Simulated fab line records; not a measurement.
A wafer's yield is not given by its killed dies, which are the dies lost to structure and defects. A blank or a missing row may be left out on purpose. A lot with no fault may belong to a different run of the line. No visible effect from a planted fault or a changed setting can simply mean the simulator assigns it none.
Commonality check across tools | flow sky130 | Lots sampled 12, wafers sampled 36

## REASON IT WAS OPENED
At SKY_SD_N_RS_MEAS_16 the reading SD_N_RS is flagged on 2 of 12 lots. No-fault wafers: 68.45 ohm/sq, standard deviation 0.12.
Rule: flag the lot when none of its wafers has a number, or when each of its wafers that has one lies beyond 4 standard deviations from that mean. The other lots count as sound.

lot  | measured     | on            | SD_N_RS (ohm/sq), wafer by wafer | flag
L686 | day 28 06:53 | film_metro-03 | 68.58 68.50 68.45                |
L687 | day 29 15:19 | film_metro-01 | 68.47 68.39 68.50                |
L688 | day 29 18:42 | film_metro-01 | 68.48 68.61 68.59                |
L693 | day 30 13:53 | film_metro-01 | 68.48 68.43 68.22                |
L696 | day 31 11:31 | film_metro-02 | 68.38 68.48 68.50                |
L697 | day 32 00:48 | film_metro-02 | 71.22 71.18 71.08                | FLAGGED
L700 | day 33 10:37 | film_metro-01 | 68.57 68.49 68.39                |
L698 | day 33 10:51 | film_metro-03 | 71.23 71.33 71.17                | FLAGGED
L699 | day 33 12:42 | film_metro-01 | 68.36 68.39 68.22                |
L704 | day 33 23:51 | film_metro-03 | 68.50 68.35 68.35                |
L706 | day 34 18:43 | film_metro-01 | 68.51 68.41 68.23                |
L708 | day 35 05:12 | film_metro-01 | 68.32 68.22 68.16                |
Average over the flagged lots: 71.20 ohm/sq; offset from the usual +2.75 ohm/sq, equal to +23 standard deviations.

## WHICH TOOL EACH LOT WENT THROUGH
The record holds 1 process step before the reading, out of a route of 708 steps. Read each cell as the tool, then ch plus the chambers that the sampled wafers visited, then the start.
lot  | flag    | SKY_SD_N_RTA_14
L686 |         | rtp_anneal-01 ch 0, day 28 06:41
L687 |         | rtp_anneal-02 ch 0, day 29 15:08
L688 |         | rtp_anneal-01 ch 0, day 29 18:31
L693 |         | rtp_anneal-02 ch 0, day 30 13:43
L696 |         | rtp_anneal-02 ch 0, day 31 11:19
L697 | FLAGGED | rtp_anneal-02 ch 0, day 32 00:38
L700 |         | rtp_anneal-01 ch 0, day 33 10:26
L698 | FLAGGED | rtp_anneal-02 ch 0, day 33 10:41
L699 |         | rtp_anneal-01 ch 0, day 33 12:30
L704 |         | rtp_anneal-01 ch 0, day 33 23:40
L706 |         | rtp_anneal-01 ch 0, day 34 18:32
L708 |         | rtp_anneal-01 ch 0, day 35 05:02
What these steps do:
- SKY_SD_N_RTA_14: time 2 s.
- SKY_SD_N_RS_MEAS_16: measures by four-point-probe.

## FLAGGED OVER TOTAL, TOOL BY TOOL (the gauges that took the reading come last)
step                | tool          | lots run | flagged | share of the flagged lots | sound lots run after its first flagged lot
SKY_SD_N_RTA_14     | rtp_anneal-01 | 7        | 0       | none                      | -
SKY_SD_N_RTA_14     | rtp_anneal-02 | 5        | 2       | all                       | 0
SKY_SD_N_RS_MEAS_16 | film_metro-01 | 7        | 0       | none                      | -
SKY_SD_N_RS_MEAS_16 | film_metro-02 | 2        | 1       | some                      | 0
SKY_SD_N_RS_MEAS_16 | film_metro-03 | 3        | 1       | some                      | 1 (L704)

## THE TABLE: WHAT IT ALLOWS
1 row of the table ran every flagged lot: rtp_anneal-02 at SKY_SD_N_RTA_14.
- rtp_anneal-02 at SKY_SD_N_RTA_14: 2 of its 5 lots flagged. Last sound lot L696 at day 31 11:19, first flagged lot L697 at day 32 00:38; a fault beginning in between fits.
Left over: one tool, rtp_anneal-02 at SKY_SD_N_RTA_14.

## WHAT THE SIMULATOR HAD INSERTED
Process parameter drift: rtp_anneal-02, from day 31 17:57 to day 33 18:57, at SKY_SD_N_RTA_14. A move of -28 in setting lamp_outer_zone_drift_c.
Lots struck among those shown: L697, L698. The rule above reached the same finding.
